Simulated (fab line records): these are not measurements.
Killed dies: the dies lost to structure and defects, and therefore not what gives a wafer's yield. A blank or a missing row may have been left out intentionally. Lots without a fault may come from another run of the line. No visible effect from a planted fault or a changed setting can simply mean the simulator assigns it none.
Comparing a struck lot with a sound one || flow gf180mcu || 32 steps out of a route of 602
Sound: the wafers L721.2, L721.3, L721.5. Struck: wafers L728.1, L728.2, L728.5. The cause comes at the end.
Per side, at each step with rows, come the tool, then ch with its chambers, and then its first start. Under that, the readings that differ: sound wafers || struck wafers || difference of the means || sigmas: that difference in standard deviations of wafers without a fault.
alike: words and numbers the same on both sides, and readings whose means are apart by under 2 such deviations; not compared: readings that were withheld, readings missing a value for some wafer, numbers with overlapping values and no deviation given by the record, and bounds like >300 which may hide the same value.
The two part at a step that has a row with sigmas, a row that says differs or no value, or rows on one side only. Numbers that don't overlap but have no deviation are shown without sigmas and don't part them. A reading missing from all wafers of one side parts the sides only when that side holds two or more wafers.

GF_HV_LDD_TW_MEAS_23:
  sound: filmMetro-01 at day 11 18:40; struck: filmMetro-03 at day 14 04:20
  alike: HV_LDD_2_TW
then, 7 steps without rows for these wafers: GF_HV_LDD_DEHYDRATE_24 (time 60 s); GF_HV_LDD_HMDS_25 (prime time 60 s); GF_HV_LDD_COAT_26 (resist thk 1000 nm); GF_HV_LDD_SOFTBAKE_27 (time 60 s); GF_HV_LDD_EXPOSE_28 (exposes mask Nplus HV AREA, target cd 400 nm); GF_HV_LDD_PEB_29; GF_HV_LDD_DEVELOP_30 (develop time 60 s).
GF_HV_LDD_CD_MEAS_31: target cd 400 nm.
  sound: cdSem-01 at day 12 12:26; struck: cdSem-01 at day 15 01:35
  alike: cdNm
GF_HV_LDD_OVL_MEAS_32:
  sound: overlay-01 at day 12 12:32; struck: overlay-01 at day 15 01:43
  alike: HV_LDD_02_OVL
then, 2 steps without rows for these wafers: GF_HV_LDD_IMPLANT_33; GF_HV_LDD_IMPLANT_34.
GF_HV_LDD_IMPLANT_35:
  struck on implanter-01, day 15 02:03; sound on implanter-01 ch 0, day 12 12:53
  no value came back on the struck wafers for beamEnergyKeV, beamOnS (s), faradayCurrentUA; on the sound wafers beamEnergyKeV reads 59.970 60.005 59.996
next, for these wafers, 1 step has no rows: GF_HV_LDD_IMPLANT_36.
GF_HV_LDD_STRIP_37: strips in O2/N2.
  sound on plasmaAsher-03 ch 0,1, day 12 13:10; struck on plasmaAsher-04 ch 0,1, day 15 02:21
  alike: drypumpMotorCurrentA, heaterPowerW, oesProductAu, stripTimeToEndpointS
  not compared: rfHoursCounterH
GF_HV_LDD_TW_MEAS_38:
  sound: filmMetro-03 at day 12 13:16; struck: filmMetro-03 at day 15 02:27
{"reading": "HV_LDD_3_TW", "sound": "1422 1425 1428", "struck": "1290 1287 1288", "difference": -137, "sigmas": -11}
then, 7 steps without rows for these wafers: GF_HV_LDD_DEHYDRATE_39 (time 60 s); GF_HV_LDD_HMDS_40 (prime time 60 s); GF_HV_LDD_COAT_41 (resist thk 1000 nm); GF_HV_LDD_SOFTBAKE_42 (time 60 s); GF_HV_LDD_EXPOSE_43 (exposes mask Pplus HV AREA, target cd 400 nm); GF_HV_LDD_PEB_44; GF_HV_LDD_DEVELOP_45 (develop time 60 s).
GF_HV_LDD_CD_MEAS_46: target cd 400 nm.
  sound: cdSem-02 at day 13 08:41; struck: cdSem-02 at day 16 00:39
  alike: cdNm
GF_HV_LDD_OVL_MEAS_47:
  sound: overlay-01 at day 13 08:47; struck: overlay-01 at day 16 00:46
  alike: HV_LDD_03_OVL
next, for these wafers, 1 step has no rows: GF_HV_LDD_IMPLANT_48.
GF_HV_LDD_STRIP_49: strips in O2/N2.
  sound on plasmaAsher-01 ch 1, day 13 08:58; struck on plasmaAsher-04 ch 0,1, day 16 00:59
  alike: drypumpMotorCurrentA, heaterPowerW, oesProductAu, stripTimeToEndpointS
  not compared: rfHoursCounterH
GF_HV_LDD_TW_MEAS_50:
  sound: filmMetro-03 at day 13 09:04; struck: filmMetro-03 at day 16 01:05
  alike: HV_LDD_4_TW
then, 1 step without rows for these wafers: GF_HV_LDD_CLEAN_51 (cleans in SC1/SC2, time 150 s).
GF_HV_LDD_RTA_52: time 10 s.
  sound on rtpAnneal-02 ch 0, day 13 09:11; struck on rtpAnneal-01 ch 0, day 16 01:12
  alike: annealTempCMax, lampPowerPct, wafer_temp_C_max
GF_HV_LDD_RS_MEAS_53: uses a four-point probe to measure.
  sound: filmMetro-02 at day 13 09:16; struck: filmMetro-02 at day 16 01:16
{"reading": "HV_LDD_RS (ohm/sq)", "sound": "416.7 417.9 416.8", "struck": "439.0 437.8 438.1", "difference": "+21.2", "sigmas": "+23"}
then, 1 step without rows for these wafers: GF_HV_LDD_CVD_54 (deposits SiO2 from TEOS, target thk 10 nm, time 75 s).

WHERE THEY PART
At GF_HV_LDD_IMPLANT_35 first; at GF_HV_LDD_RS_MEAS_53 last (within this record only).

WHY: what the simulator had put in
Whole step skipped at GF_HV_LDD_IMPLANT_35 on implanter-01, starting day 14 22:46. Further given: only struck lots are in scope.
